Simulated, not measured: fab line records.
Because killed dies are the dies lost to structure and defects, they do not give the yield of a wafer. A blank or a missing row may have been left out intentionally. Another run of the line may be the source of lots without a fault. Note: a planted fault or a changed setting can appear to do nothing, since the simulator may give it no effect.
Which tool did it?    flow sky130    Sampling: 12 lots, 36 wafers, 3 of 708 route steps

== WHAT EACH GAUGE READ, for each wafer ==
SKY_VIA4_OVL_MEAS_11.
lot   measured      on          VIA4_OVL (nm)
L075  day 43 02:54  overlay-01  -1.9 -0.6 -0.7
L077  day 44 04:10  overlay-01  -0.2 -0.9 0.1
L078  day 44 09:23  overlay-01  -2.1 -1.5 -2.5
L081  day 44 13:29  overlay-01  0.7 1.2 0.2
L083  day 45 07:01  overlay-02  -0.1 -0.5 -2.6
L084  day 45 15:20  overlay-01  -2.1 0.0 -1.4
L089  day 47 05:13  overlay-01  -1.6 -3.7 -1.6
L088  day 47 08:20  overlay-02  0.3 1.1 0.3
L091  day 47 08:52  overlay-02  1.1 1.8 1.1
L093  day 47 11:05  overlay-01  -1.8 -1.8 -2.0
L095  day 48 02:28  overlay-01  -1.7 -2.7 -0.6
L097  day 48 09:12  overlay-01  -0.9 -0.5 -1.6

== EACH LOT AND THE TOOL THAT RAN IT (in order: tool; ch and the chambers of the sampled wafers; start) ==
lot   SKY_CAP2M_STRIP_14                    SKY_METAL4_ETCH_17
L075  plasma_asher-01 ch 0,1, day 41 02:04  rie_diel-01 ch 2,3, day 42 02:39
L077  plasma_asher-04 ch 0, day 42 05:13    rie_diel-01 ch 1,2, day 43 04:33
L078  plasma_asher-04 ch 0,1, day 42 11:19  rie_diel-01 ch 1,2,3, day 43 10:27
L081  plasma_asher-02 ch 0,1, day 42 14:16  rie_diel-02 ch 0,1,3, day 43 13:17
L083  plasma_asher-02 ch 0,1, day 43 09:25  rie_diel-02 ch 0,1,3, day 44 08:35
L084  plasma_asher-02 ch 0,1, day 43 18:11  rie_diel-01 ch 1,2,3, day 44 17:20
L089  plasma_asher-04 ch 0,1, day 45 08:52  rie_diel-04 ch 1,2, day 46 07:02
L088  plasma_asher-04 ch 0,1, day 45 11:29  rie_diel-01 ch 0,1,3, day 46 09:46
L091  plasma_asher-01 ch 0,1, day 45 13:21  rie_diel-01 ch 0,2,3, day 46 10:27
L093  plasma_asher-01 ch 0,1, day 45 16:23  rie_diel-01 ch 0,3, day 46 13:39
L095  plasma_asher-01 ch 1, day 46 09:41    rie_diel-01 ch 0,1,2, day 47 06:00
L097  plasma_asher-02 ch 0,1, day 46 16:02  rie_diel-01 ch 0,2,3, day 47 12:50
- SKY_CAP2M_STRIP_14: strips in O2/N2.
- SKY_METAL4_ETCH_17: etches SiO2 in C4F8/O2/Ar, stops on TiN, time 3.9 s, target depth 15 nm.

== THE ANSWER, worked out from the rows above alone ==
Rule: usual is defined by the lots themselves. Put in order of their means at a reading, lots are off if they are a third of the lots or fewer, leave a main group of 4 or more, and stand apart from it by a gap of 3 or more times the standard deviation of the main group's means; of several such gaps the widest counts. A main group whose means are all the same, to the digits that the tables above print for the reading, isn't used. A lot without any number at a reading at which 4 lots or more have one is off too. Where the step has rows for the other lots, those lots are counted as sound.
None of the lots is off at any reading shown; this tells nothing.

== WHAT THE SIMULATOR PUT IN ==
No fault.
